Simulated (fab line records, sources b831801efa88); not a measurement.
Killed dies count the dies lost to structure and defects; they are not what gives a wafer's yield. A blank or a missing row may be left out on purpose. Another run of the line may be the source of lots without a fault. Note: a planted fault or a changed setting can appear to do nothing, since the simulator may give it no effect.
A lot that was struck, set against a sound lot    flow sky130    38 steps out of a route of 708
Sound: the wafers L493.2, L493.4, L493.6. Wafers struck: L499.3, L499.5, L499.6. Last of all comes the cause.
Order at every step that has rows: each side's tool, ch and its chambers, its first start. Under that, the readings that differ: sound wafers    struck wafers    difference of the means    sigmas: that difference in standard deviations of wafers without a fault.
alike: a reading whose means differ by less than 2 such deviations, as well as words and numbers matching on both sides. not compared: withheld readings; readings where some wafer has no value; bounds like >300 that might hide an equal value; numbers whose values overlap and for which the record gives no deviation.
A row with sigmas, a row that says differs or no value, or rows on one side alone: a step with any of these is where the two part. Non-overlapping numbers with no deviation appear without sigmas and do not part them. A reading missing from all wafers of one side parts the sides only when that side holds two or more wafers.

first, 9 steps without rows for these wafers: SKY_VIA2_SPUTTER_20 (material TiN, target thk 20 nm, time 80 s); SKY_VIA2_CVD_21 (deposits W, target thk 420 nm, time 126.4 s); SKY_VIA2_CMP_24 (polishes, stops on SiO2, t overpolish 20 s, target thk 0 nm); SKY_METAL3_SPUTTER_00 (material Ti, target thk 15 nm, time 10 s); SKY_METAL3_SPUTTER_01 (material TiN, target thk 20 nm, time 16.7 s); SKY_METAL3_SPUTTER_02 (material AlCu, target thk 735 nm, time 39.1 s); SKY_METAL3_SPUTTER_03 (material Ti, target thk 5 nm, time 3.3 s); SKY_METAL3_SPUTTER_04 (material TiN, target thk 70 nm, time 58.3 s); SKY_CAPM_CVD_00 (deposits SiO2, target thk 15.5 nm).
SKY_CAPM_SPUTTER_02: material TiN, target thk 200 nm, time 166.7 s.
  struck on pvd-sputter-01, day 40 00:08; sound on pvd-sputter-01, day 38 12:10
reading                                   sound                 struck                difference  sigmas
cathode-dc-power-W (W)                    6499.5 6499.9 6498.3  5884.9 5889.2 5885.3  -612.8      -99 or more
model.TiN_of_CAPM_SPUTTER_02.thk-nm (nm)  203 204 205.3         182.1 181 182         -22.4       
  alike: throttle-valve-pct
SKY_CAPM_RS_MEAS_03: a four-point-probe measurement.
  struck on film-metro-01, day 40 00:17; sound on film-metro-03, day 38 12:18
reading               sound           struck          difference  sigmas
CAPM_TIN_RS (ohm/sq)  6.80 6.76 6.71  7.61 7.66 7.60  +0.87       +10
SKY_CAPM_THK_MEAS_04: measures by xrf.
  struck on film-metro-01, day 40 00:23; sound on film-metro-03, day 38 12:25
reading            sound              struck             difference  sigmas
CAPM_TIN_THK (nm)  205.0 205.4 207.7  183.5 182.0 183.8  -22.9       -10
then, 7 steps without rows for these wafers: SKY_CAPM_DEHYDRATE_05 (time 60 s); SKY_CAPM_HMDS_06 (prime time 60 s); SKY_CAPM_COAT_07 (resist thk 1140 nm); SKY_CAPM_SOFTBAKE_08 (time 60 s); SKY_CAPM_EXPOSE_09 (exposes mask CAPM, target cd 1000 nm); SKY_CAPM_PEB_10; SKY_CAPM_DEVELOP_11 (develop time 60 s).
SKY_CAPM_METAL_ETCH_13: etches TiN in Cl2/BCl3, stops on SiO2, target depth 220 nm, time 62.9 s.
  sound on rie-metal-04 ch 0,1, day 39 13:10; struck on rie-metal-04 ch 0,1, day 41 00:41
reading                 sound                 struck                difference  sigmas
oes-product-au (a.u.)   0.953 0.955 0.957     0.883 0.893 0.882     -0.069      -9
throttle-valve-pct (%)  21.895 21.901 21.875  21.943 21.935 21.935  +0.047      +4
  alike: drypump-motor-current-A
  not compared: rf-hours-counter-h
then, 16 steps without rows for these wafers: SKY_CAPM_STRIP_14 (strips in O2/N2); SKY_CAPM_STRIP_15 (strips in post etch residue remover, time 1200 s); SKY_CAPM_CLEAN_16 (cleans in IPA, time 180 s); SKY_CAPM_CLEAN_17 (cleans in O3/DIW); SKY_METAL3_DEHYDRATE_05 (time 60 s); SKY_METAL3_HMDS_06 (prime time 60 s); SKY_METAL3_COAT_07 (resist thk 60 nm); SKY_METAL3_COAT_08 (resist thk 1140 nm); SKY_METAL3_SOFTBAKE_09 (time 90 s); SKY_METAL3_EXPOSE_10 (exposes mask MM3, target cd 300 nm); SKY_METAL3_PEB_11; SKY_METAL3_DEVELOP_12 (develop time 60 s); SKY_METAL3_DESCUM_15 (chemistry O2, time 8 s); SKY_METAL3_ETCH_16 (etches BARC in N2/H2, stops on SiO2, time 88.2 s, target depth 60 nm); SKY_METAL3_ETCH_17 (etches SiO2 in C4F8/O2/Ar, stops on TiN, time 3.9 s, target depth 15 nm); SKY_METAL3_METAL_ETCH_18 (etches the open film in Cl2/BCl3, stops on SiO2, target depth 845 nm, time 183.1 s).
SKY_METAL3_STRIP_20: strips in post etch residue remover, time 1200 s.
  sound on wet-bench-04 ch 2, day 40 15:23; struck on wet-bench-04 ch 0, day 42 02:10
reading                                   sound              struck             difference  sigmas
model.TiN_of_CAPM_SPUTTER_02.thk-nm (nm)  202.1 203.1 204.5  181.3 180.2 181.2  -22.3       
-- the record jumps here: 7 days lie between the struck wafers' starts before and after (it left off in module METAL3 and takes up again in module PAD_OPEN, whose first step shown is number 708 of the route) --
SKY_PAD_OPEN_PROBE_99:
  struck on prober-01, day 48 15:48; sound on prober-01, day 47 10:31
reading                               sound                 struck                difference  sigmas
killed_at_M4_up                       6 4 5                 2 0 3                 -3          -2
model.etest.cap-mim.plate-ohm-sq      5.96 5.952 5.891      6.576 6.55 6.614      +0.646      
model.etest.cap-mim.leak-log10-a-cm2  -8.791 -9.153 -9.124  -8.769 -8.737 -8.678  +0.295      
  alike: defect-limited-yield, killed_at_M0_to_M3, killed-at-contacts, killed-at-front-end, killed-at-other, killed-dies, killed-open, killed-short, sort_bin_3_pad_short, sort_bin_5_function, sort_bin_6_memory, sort-n-pass, sort-yield-pct

WHERE THEY PART
Last at SKY_PAD_OPEN_PROBE_99 as far as this record goes, first at SKY_CAPM_SPUTTER_02.

WHY: what the simulator had put in
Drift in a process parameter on pvd-sputter-01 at SKY_CAPM_SPUTTER_02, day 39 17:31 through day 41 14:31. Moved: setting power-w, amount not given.
